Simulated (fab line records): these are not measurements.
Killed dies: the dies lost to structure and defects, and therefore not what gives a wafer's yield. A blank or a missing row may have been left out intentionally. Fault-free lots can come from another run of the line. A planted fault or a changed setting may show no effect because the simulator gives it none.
fab line records    flow sky130
[record] lots = 5  wafers = 15  last-day = 49
route steps=708 shown SONOS_TUNNEL@160 SONOS_ONO@168 PAD_OPEN@708
lots that met no fault: taken from a fault-free run of the same line
start-h: start of the lot's first displayed wafer, in hours after the record's first day    wait-h: how many hours have passed since the lot's step before this one    " same as the row above    L1.1+2: a single row standing in for several wafers    - either no value or no given start    * or withheld: withheld    < > ~ a bound
route shown NAME@n: NAME is a module with steps in the file, n the number in the route of the first one    usual: the fault-free wafers' mean and standard deviation    same: alike in all rows    chamber/n: place in a boat    sites: the reading at each site    _std_site: their standard deviation    _edge_site: mean of outer sites minus mean of inner sites    radius-mm: for every site, how far away it sits from the centre of the wafer    mask NAME#n: copy n    behind: the most recent tool/chamber to have shaped the wafer    hold: reason for holding the lot/hours on hold/outcome of the hold    device: the transistor (n, p or np) that didn't switch    end of line: the tests these same wafers got at the end of their route    where a step has no rows: the recipe by itself    killed: the dies lost at the first sort to structure and to defects; this is not the yield of the wafer    map: dies across one wafer; x = killed, . = not, _ = none there
set.NAME: setting as actually run; set.NAME@STEP: the setting as run at that earlier step    model.NAME: the simulator's own value behind a step, which no gauge read
certain route steps with their lots: each step a table, each wafer a row
[[steps]]
[step SKY_SONOS_TUNNEL_DEVELOP_06]
[recipe] resist = NOVOLAK  developer = TMAH  develop-time-s = 60  dev-temp-c = 22.3
[step SKY_SONOS_TUNNEL_CD_MEAS_07]
[recipe] target-cd-nm = 410
[usual] cd-nm = 410.4/2.4
lot.wafer  tool       chamber  start-h  wait-h  cd-nm
L545.1     cd-sem-02  -        239.81   0.1     406.9
L545.2     "          -        "        "       405.8
L545.4     "          -        "        "       407.4
L546.2     cd-sem-02  -        249.48   0.1     412.4
L546.3     "          -        "        "       413.0
L546.4     "          -        "        "       412.0
L552.3     cd-sem-01  -        293.17   0.1     414.6
L552.4     "          -        "        "       413.7
L552.5     "          -        "        "       411.1
L560.1     cd-sem-01  -        364.08   0.1     409.0
L560.3     "          -        "        "       408.2
L560.6     "          -        "        "       407.8
L564.1     cd-sem-01  -        395.76   0.1     412.4
L564.3     "          -        "        "       411.5
L564.4     "          -        "        "       412.1
[step SKY_SONOS_TUNNEL_OVL_MEAS_08]
[usual] SONOS_TUNNEL_OVL = -0.8/1.6
lot.wafer  tool        chamber  start-h  wait-h  SONOS_TUNNEL_OVL[nm]
L545.1     overlay-02  -        239.93   0.1     2.7
L545.2     "           -        "        "       -1.4
L545.4     "           -        "        "       0.5
L546.2     overlay-02  -        249.59   0.1     -1.4
L546.3     "           -        "        "       -2.2
L546.4     "           -        "        "       -2.2
L552.3     overlay-02  -        293.27   0.1     -1.8
L552.4     "           -        "        "       -0.7
L552.5     "           -        "        "       -1.2
L560.1     overlay-02  -        364.20   0.1     0.5
L560.3     "           -        "        "       -2.4
L560.6     "           -        "        "       -0.9
L564.1     overlay-02  -        395.88   0.1     -2.6
L564.3     "           -        "        "       -1.0
L564.4     "           -        "        "       -2.1
[step SKY_SONOS_TUNNEL_IMPLANT_09]
[recipe] species = B  energy-kev = 20  dose-cm2 = 1e+12  tilt-deg = withheld
[step SKY_SONOS_TUNNEL_WET_ETCH_10]
[recipe] chemistry = dHF  target-depth-nm = 14  target = SiO2  dilution = 100:1  temp-c = 25  time-s = 280
[step SKY_SONOS_TUNNEL_STRIP_11]
[recipe] chemistry = SPM  time-s = 600  temp-c = 130
[step SKY_SONOS_TUNNEL_TW_MEAS_12]
[usual] SONOS_TUNNEL_TW = 198.2/1.6
lot.wafer  tool           chamber  start-h  wait-h  SONOS_TUNNEL_TW
L545.1     film-metro-04  -        240.38   0.0     197.5
L545.2     "              -        "        "       198.7
L545.4     "              -        "        "       200.8
L546.2     film-metro-02  -        250.04   0.0     196.1
L546.3     "              -        "        "       196.0
L546.4     "              -        "        "       196.2
L552.3     film-metro-03  -        293.72   0.0     197.0
L552.4     "              -        "        "       196.3
L552.5     "              -        "        "       197.3
L560.1     film-metro-02  -        364.65   0.0     196.1
L560.3     "              -        "        "       197.2
L560.6     "              -        "        "       196.3
L564.1     film-metro-03  -        396.33   0.0     198.2
L564.3     "              -        "        "       197.3
L564.4     "              -        "        "       197.9
[step SKY_SONOS_TUNNEL_CLEAN_13]
[recipe] chemistry = dHF  time-s = 20  dilution = 100:1  dry = ipa-marangoni
[step SKY_SONOS_ONO_OXIDATION_00]
[recipe] temp-c = 800  ambient = O2  idle-temp-c = 700  ramp-up-c-per-min = 10  ramp-down-c-per-min = 3  stabilise-s = 600  purge-s = 300  target-thk-a = 26  ox-time-s = 1249
[step SKY_SONOS_ONO_THK_MEAS_01]
[recipe] reads = SiO2_of_SONOS_ONO_OXIDATION_00
[usual] SONOS_ONO_OXIDATION_THK = 2.62/0.053
lot.wafer  tool           chamber  start-h  wait-h  SONOS_ONO_OXIDATION_THK[nm]
L545.1     film-metro-01  -        242.37   0.0     2.58
L545.2     "              -        "        "       2.55
L545.4     "              -        "        "       2.58
L546.2     film-metro-02  -        251.46   0.0     2.60
L546.3     "              -        "        "       2.64
L546.4     "              -        "        "       2.66
L552.3     film-metro-03  -        295.84   0.0     2.60
L552.4     "              -        "        "       2.54
L552.5     "              -        "        "       2.55
L560.1     film-metro-03  -        366.61   0.0     2.64
L560.3     "              -        "        "       2.60
L560.6     "              -        "        "       2.66
L564.1     film-metro-03  -        398.06   0.0     2.62
L564.3     "              -        "        "       2.65
L564.4     "              -        "        "       2.64
[step SKY_SONOS_ONO_CVD_02]
[recipe] material = Si3N4  precursor = DCS/NH3  target-thk-nm = 10.5  temp-c = 770  time-s = 180  pressure-mtorr = 250
[step SKY_SONOS_ONO_THK_MEAS_03]
[recipe] reads = Si3N4_of_SONOS_ONO_CVD_02
[usual] SONOS_ONO_CVD_02_THK = 10.55/0.13
lot.wafer  tool           chamber  start-h  wait-h  SONOS_ONO_CVD_02_THK[nm]
L545.1     film-metro-02  -        243.48   0.0     10.62
L545.2     "              -        "        "       10.54
L545.4     "              -        "        "       10.51
L546.2     film-metro-03  -        252.57   0.0     10.51
L546.3     "              -        "        "       10.61
L546.4     "              -        "        "       10.54
L552.3     film-metro-03  -        300.61   0.0     10.53
L552.4     "              -        "        "       10.54
L552.5     "              -        "        "       10.65
L560.1     film-metro-03  -        367.72   0.0     10.70
L560.3     "              -        "        "       10.57
L560.6     "              -        "        "       10.74
L564.1     film-metro-03  -        399.65   0.0     10.45
L564.3     "              -        "        "       10.52
L564.4     "              -        "        "       10.58
[step SKY_SONOS_ONO_CVD_04]
[recipe] material = SiO2  precursor = SiH4/N2O  target-thk-nm = 5.7199  temp-c = 900  pressure-mtorr = 400
[usual] spike-tc-bottom-C = 916.0/1.2  spike-tc-centre-C = 901.1/1.2  spike-tc-lower-C = 901.4/1.3  spike-tc-top-C = 909.7/1.1  zone-power-bottom-pct = 31/4.3  zone-power-centre-pct = 18.2/0.59  zone-power-lower-pct = 18.1/0.79  zone-power-upper-pct = 17.1/0.36
lot.wafer  tool      chamber  start-h  wait-h  spike-tc-bottom-C  spike-tc-centre-C  spike-tc-lower-C  spike-tc-top-C  zone-power-bottom-pct  zone-power-centre-pct  zone-power-lower-pct  zone-power-upper-pct
L545.1     lpcvd-03  1        243.54   0.1     916.8              903.6              901.8             909.0           35                     19.2                   17.2                  17.2
L545.2     "         1        "        "       915.5              902.6              904.0             909.1           36                     19.0                   17.2                  17.6
L545.4     "         1        "        "       915.6              902.3              902.9             910.2           36                     18.7                   17.3                  17.6
L546.2     lpcvd-03  0        252.62   0.0     915.5              901.5              899.9             910.2           27                     17.7                   18.7                  16.8
L546.3     "         0        "        "       915.7              899.3              901.0             911.1           28                     17.4                   18.5                  16.7
L546.4     "         0        "        "       915.8              900.7              901.7             910.7           27                     17.7                   18.8                  16.9
L552.3     lpcvd-03  0        300.65   0.0     904.7              893.4              958.1             909.3           18                     7.3                    43.7                  18.5
L552.4     "         0        "        "       906.7              893.2              960.9             909.1           18                     7.4                    44.3                  18.1
L552.5     "         0        "        "       904.5              893.3              959.1             909.4           19                     7.4                    44.2                  17.9
L560.1     lpcvd-03  1        367.78   0.1     916.9              901.8              900.6             908.0           36                     18.6                   17.1                  17.6
L560.3     "         1        "        "       918.1              902.8              901.6             908.8           36                     19.1                   17.2                  17.3
L560.6     "         1        "        "       918.7              902.6              902.2             908.7           36                     18.8                   17.4                  17.5
L564.1     lpcvd-03  0        399.71   0.1     916.8              900.5              901.0             910.7           28                     17.5                   19.0                  16.8
L564.3     "         0        "        "       915.3              899.4              901.5             909.6           27                     17.5                   18.6                  17.2
L564.4     "         0        "        "       914.9              899.9              901.0             911.0           28                     17.8                   18.9                  17.0
[step SKY_SONOS_ONO_THK_MEAS_05]
[recipe] reads = SiO2_of_SONOS_ONO_CVD_04
[usual] SONOS_ONO_CVD_04_THK = 5.40/0.11
lot.wafer  tool           chamber  start-h  wait-h  SONOS_ONO_CVD_04_THK[nm]
L545.1     film-metro-02  -        244.79   0.0     5.48
L545.2     "              -        "        "       5.43
L545.4     "              -        "        "       5.35
L546.2     film-metro-02  -        254.50   0.0     5.35
L546.3     "              -        "        "       5.45
L546.4     "              -        "        "       5.41
L552.3     film-metro-01  -        301.92   0.0     5.44
L552.4     "              -        "        "       5.34
L552.5     "              -        "        "       5.39
L560.1     film-metro-02  -        369.03   0.0     5.47
L560.3     "              -        "        "       5.34
L560.6     "              -        "        "       5.36
L564.1     film-metro-03  -        400.96   0.0     5.53
L564.3     "              -        "        "       5.48
L564.4     "              -        "        "       5.59
[step SKY_PAD_OPEN_PROBE_99]
[usual] killed_at_M0_to_M3 = 44/6.6  killed_at_M4_up = 3.0/2  killed-at-contacts = 24/5.1  killed-at-front-end = 15/4.1  killed-at-other = 0.4/0.62  killed-dies = 86/9.3  killed-open = 46/6.8  killed-short = 40/5.8
[same] gross-dies = 492  killed-at-back-side = 0
lot.wafer  tool       chamber  start-h  wait-h  killed_at_M0_to_M3  killed_at_M4_up  killed-at-contacts  killed-at-front-end  killed-at-other  killed-dies  killed-open  killed-short
L545.1     prober-02  -        1062.39  0.1     42                  3                30                  12                   0                87           44           43
L545.2     prober-02  -        1062.44  0.1     45                  3                29                  15                   0                92           45           47
L545.4     prober-02  -        1062.54  0.2     42                  1                29                  14                   0                86           52           34
L546.2     prober-01  -        1071.38  0.1     37                  5                18                  14                   2                76           36           40
L546.3     prober-01  -        1071.43  0.2     40                  3                31                  12                   0                86           50           36
L546.4     prober-01  -        1071.48  0.2     45                  5                20                  13                   1                84           40           44
L552.3     prober-01  -        1113.03  0.2     32                  1                26                  19                   0                78           44           32
L552.4     prober-01  -        1113.08  0.2     39                  0                31                  19                   0                89           45           44
L552.5     prober-01  -        1113.13  0.2     40                  7                21                  20                   0                88           50           38
L560.1     prober-02  -        1154.64  0.1     38                  5                24                  15                   0                82           47           35
L560.3     prober-02  -        1154.74  0.2     47                  4                19                  16                   2                88           50           38
L560.6     prober-02  -        1154.89  0.2     33                  3                19                  14                   1                70           40           30
L564.1     prober-02  -        1178.86  0.1     45                  5                29                  18                   0                97           51           46
L564.3     prober-02  -        1178.96  0.2     53                  0                19                  10                   0                82           47           35
L564.4     prober-02  -        1179.01  0.2     39                  6                22                  12                   0                79           47           32
// killed by level:class
L545.1 CONTACT:geometric-particle:open=13 VIA1:geometric-particle:open=9 CONTACT:geometric-particle:short=8 METAL2:geometric-particle:short=8 METAL1:geometric-particle:short=7 LI_CONTACT:geometric-particle:open=5 VIA3:geometric-particle:open=5 VIA3:geometric-particle:short=4
L545.2 CONTACT:geometric-particle:open=12 VIA1:geometric-particle:open=12 VIA2:geometric-particle:open=9 METAL2:geometric-particle:short=6 LOCAL_INTERCONNECT:geometric-particle:short=6 VIA1:geometric-particle:short=5 POLY_GATE:geometric-particle:open=4 CONTACT:geometric-particle:short=4
L545.4 VIA1:geometric-particle:open=13 CONTACT:geometric-particle:open=10 LI_CONTACT:geometric-particle:open=7 CONTACT:geometric-particle:short=7 METAL1:geometric-particle:short=7 VIA2:geometric-particle:open=6 FIELD_ISO:geometric-particle:open=5 METAL2:geometric-particle:short=4
L546.2 METAL2:geometric-particle:short=11 FIELD_ISO:geometric-particle:short=7 LI_CONTACT:geometric-particle:open=7 VIA1:geometric-particle:open=6 VIA2:geometric-particle:open=6 FIELD_ISO:geometric-particle:open=5 CONTACT:geometric-particle:short=5 VIA3:geometric-particle:open=4
L546.3 VIA1:geometric-particle:open=11 LI_CONTACT:geometric-particle:open=9 CONTACT:geometric-particle:open=8 METAL2:geometric-particle:short=7 VIA2:geometric-particle:open=6 POLY_GATE:geometric-particle:open=5 CONTACT:geometric-particle:short=5 LI_CONTACT:geometric-particle:short=4
L546.4 METAL2:geometric-particle:short=9 CONTACT:geometric-particle:open=8 VIA1:geometric-particle:open=8 METAL1:geometric-particle:short=6 FIELD_ISO:geometric-particle:open=5 VIA2:geometric-particle:open=5 VIA3:geometric-particle:open=5 LOCAL_INTERCONNECT:geometric-particle:short=4
L552.3 CONTACT:geometric-particle:open=11 LI_CONTACT:geometric-particle:open=7 VIA2:geometric-particle:open=7 METAL2:geometric-particle:short=5 LOCAL_INTERCONNECT:geometric-particle:short=5 VIA3:geometric-particle:open=5 FIELD_ISO:geometric-particle:open=4 SPACER:geometric-particle:open=4
L552.4 CONTACT:geometric-particle:open=9 LI_CONTACT:geometric-particle:short=8 LI_CONTACT:geometric-particle:open=7 VIA2:geometric-particle:short=6 VIA1:geometric-particle:open=6 VIA3:geometric-particle:open=6 POLY_GATE:geometric-particle:short=4 POLY_GATE:geometric-particle:open=4
L552.5 LI_CONTACT:geometric-particle:open=7 VIA3:geometric-particle:open=7 CONTACT:geometric-particle:open=6 VIA1:geometric-particle:open=6 POLY_GATE:geometric-particle:short=5 LOCAL_INTERCONNECT:geometric-particle:short=5 POLY_GATE:geometric-particle:open=4 VIA1:geometric-particle:short=4
L560.1 VIA1:geometric-particle:open=12 CONTACT:geometric-particle:open=8 LI_CONTACT:geometric-particle:open=7 VIA3:geometric-particle:open=5 METAL4:geometric-particle:short=5 METAL2:geometric-particle:short=5 FIELD_ISO:geometric-particle:open=4 POLY_GATE:geometric-particle:short=4
L560.3 VIA1:geometric-particle:open=12 CONTACT:geometric-particle:open=10 VIA1:geometric-particle:short=8 VIA2:geometric-particle:open=6 FIELD_ISO:geometric-particle:open=4 VIA3:geometric-particle:short=4 METAL1:geometric-particle:short=4 METAL2:geometric-particle:short=4
L560.6 VIA1:geometric-particle:open=11 LI_CONTACT:geometric-particle:open=8 CONTACT:geometric-particle:open=5 VIA2:geometric-particle:short=5 FIELD_ISO:geometric-particle:short=4 FIELD_ISO:geometric-particle:open=4 METAL2:geometric-particle:short=4 POLY_GATE:geometric-particle:short=3
L564.1 CONTACT:geometric-particle:open=9 METAL2:geometric-particle:short=9 FIELD_ISO:geometric-particle:open=8 LI_CONTACT:geometric-particle:open=8 VIA2:geometric-particle:open=5 METAL1:geometric-particle:short=5 VIA1:geometric-particle:short=5 VIA3:geometric-particle:short=5
L564.3 METAL1:geometric-particle:short=11 VIA1:geometric-particle:open=9 CONTACT:geometric-particle:open=9 VIA2:geometric-particle:open=8 VIA1:geometric-particle:short=7 VIA3:geometric-particle:open=7 FIELD_ISO:geometric-particle:open=5 LOCAL_INTERCONNECT:geometric-particle:short=4
L564.4 CONTACT:geometric-particle:open=12 VIA1:geometric-particle:open=10 VIA2:geometric-particle:open=6 LOCAL_INTERCONNECT:geometric-particle:short=4 METAL1:geometric-particle:short=4 METAL2:geometric-particle:short=4 METAL4:geometric-particle:short=4 FIELD_ISO:geometric-particle:short=3
[[key]]
[first-sign] step = SKY_SONOS_ONO_CVD_04  reading = spike-tc-lower-C  direction = up  sigmas = 45  usual = 901.4  struck = 959.4
[effect] step = SKY_SONOS_ONO_CVD_04  reading = zone-power-lower-pct  direction = up  sigmas = 33  usual = 18.1  struck = 44.1
met-at SKY_SONOS_ONO_CVD_04
struck-wafers L552.3,L552.4,L552.5
tester-left-out L552
onset-between 252.62 300.65
[fault] kind = process-parameter-drift  tool = lpcvd-03  chamber = 0  onset-h = 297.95  steps = SKY_SONOS_ONO_CVD_04  channel = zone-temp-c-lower  offset = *  shape = step  end-h = 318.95
// tester-left-out: of these lots the tester's yield and bins aren't shown, on N5 and GAA mostly nor the transistor test; their killed dies are dies lost to structure and defects alone, not to doping, threshold or leakage, so they don't give the yield
